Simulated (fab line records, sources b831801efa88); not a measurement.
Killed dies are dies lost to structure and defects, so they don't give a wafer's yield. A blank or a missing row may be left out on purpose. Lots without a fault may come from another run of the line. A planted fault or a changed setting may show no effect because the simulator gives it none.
A struck lot beside a sound one | flow sfq_line | 14 steps out of a route of 325
Sound: wafers L898.2, L898.4, L898.6. Struck: wafer L903.4. (L903.3 of the same lot was not struck and is left out.) The cause comes at the end.
At each step with rows: each side's tool, then ch and its chambers, then its first start. Under that, the readings that differ: sound wafers | struck wafers | difference of the means | sigmas: that difference in standard deviations of wafers without a fault.
alike: readings whose means differ by less than 2 such deviations, and words and numbers that are the same on both sides. not compared: withheld readings, readings that some wafer has no value for, bounds like >300 that may hide the same value, and numbers for which the record gives no deviation and whose values overlap.
The two part at a step that has a row with sigmas, a row that says differs or no value, or rows on one side only. Numbers that don't overlap but have no deviation are shown without sigmas and don't part them. A reading that every wafer of one side lacks parts them only if that side has two wafers or more.

SFQ_TRILAYER_L0_BARC_OPEN_METAL_ETCH_010: etches BARC in O2, target depth 125 nm, time 41.7 s.
  sound on rie_metal-01 ch 1, day 5 20:11; struck on rie_metal-01 ch 0, day 7 02:12
  alike: drypump_motor_current_A, he_backside_leak_sccm, oes_product_au, run_length_s
  not compared: rf_hours_counter_h
SFQ_TRILAYER_L0_ETCH_METAL_ETCH_008: etches MoNx KI in SF6/O2, stops on SiO2, target depth 50 nm, time 25 s.
  sound on rie_metal-01 ch 1, day 5 20:14; struck on rie_metal-01 ch 0, day 7 02:16
  alike: drypump_motor_current_A, he_backside_leak_sccm, oes_product_au, run_length_s
  not compared: rf_hours_counter_h
SFQ_TRILAYER_L0_STRIP_STRIP_009: strips in O2.
  sound on rie_metal-01 ch 1, day 5 20:17; struck on rie_metal-01 ch 0, day 7 02:29
  reading               | sound             | struck | difference | sigmas
  oes_product_au (a.u.) | 1.025 1.015 1.015 | 0.993  | -0.025     | -3
  alike: drypump_motor_current_A, he_backside_leak_sccm
  not compared: rf_hours_counter_h
then, 1 step without rows for these wafers: SFQ_TRILAYER_L0_STRIP_SOLV_CLEAN_010 (cleans in NMP, time 600 s).
SFQ_TRILAYER_L0_CAP_PECVD_011: deposits SiO2 from SiH4/N2O, time 13.333 s, target thk 60 nm.
  sound on pecvd-03 ch 0,1,2, day 5 21:04; struck on pecvd-04 ch 2, day 7 03:04
  alike: heater_power_w, showerhead_vpp_V, throttle_valve_pct
then, 6 steps without rows for these wafers: SFQ_TRILAYER_L0_VIA_LITHO_COAT_018 (resist thk 62 nm); SFQ_TRILAYER_L0_VIA_LITHO_COAT_013 (resist thk 650 nm); SFQ_TRILAYER_L0_VIA_LITHO_SOFTBAKE_017; SFQ_TRILAYER_L0_VIA_LITHO_EXPOSE_014 (exposes mask L0V, target cd 700 nm); SFQ_TRILAYER_L0_VIA_LITHO_PEB_016 (peb time 60 s); SFQ_TRILAYER_L0_VIA_LITHO_DEVELOP_015 (time 60 s).
-- the record jumps here: 4 days lie between the struck wafers' starts before and after --
SFQ_L0V_OVL_MEAS_903:
  sound on overlay-01, day 9 23:04; struck on overlay-01, day 11 08:40
  alike: L0V_OVL
SFQ_TRILAYER_L0_VIA_BARC_OPEN_VIA_ETCH_021: etches BARC in O2, target depth 125 nm, time 41.7 s.
  sound on rie_diel-04 ch 1,2,3, day 9 23:05; struck on rie_diel-01 ch 0, day 11 08:41
  reading               | sound             | struck | difference | sigmas
  oes_product_au (a.u.) | 0.680 0.684 0.685 | 0.669  | -0.014     | -3
  run_length_s (s)      | 69.9 70.1 70.1    | 72.1   | +2.1       | +6
  alike: drypump_motor_current_A
  not compared: rf_hours_counter_h
SFQ_TRILAYER_L0_VIA_ETCH_VIA_ETCH_016: etches SiO2 in CHF3, stops on MoNx KI, target depth 80 nm.
  sound on rie_diel-04 ch 1,2,3, day 9 23:08; struck on rie_diel-01 ch 0, day 11 08:44
  alike: drypump_motor_current_A, oes_product_au

WHERE THEY PART
First at SFQ_TRILAYER_L0_STRIP_STRIP_009; last, within this record, at SFQ_TRILAYER_L0_VIA_BARC_OPEN_VIA_ETCH_021. Later steps at which nothing parts them and some readings are alike: SFQ_TRILAYER_L0_VIA_ETCH_VIA_ETCH_016.

WHY: what the simulator had put in
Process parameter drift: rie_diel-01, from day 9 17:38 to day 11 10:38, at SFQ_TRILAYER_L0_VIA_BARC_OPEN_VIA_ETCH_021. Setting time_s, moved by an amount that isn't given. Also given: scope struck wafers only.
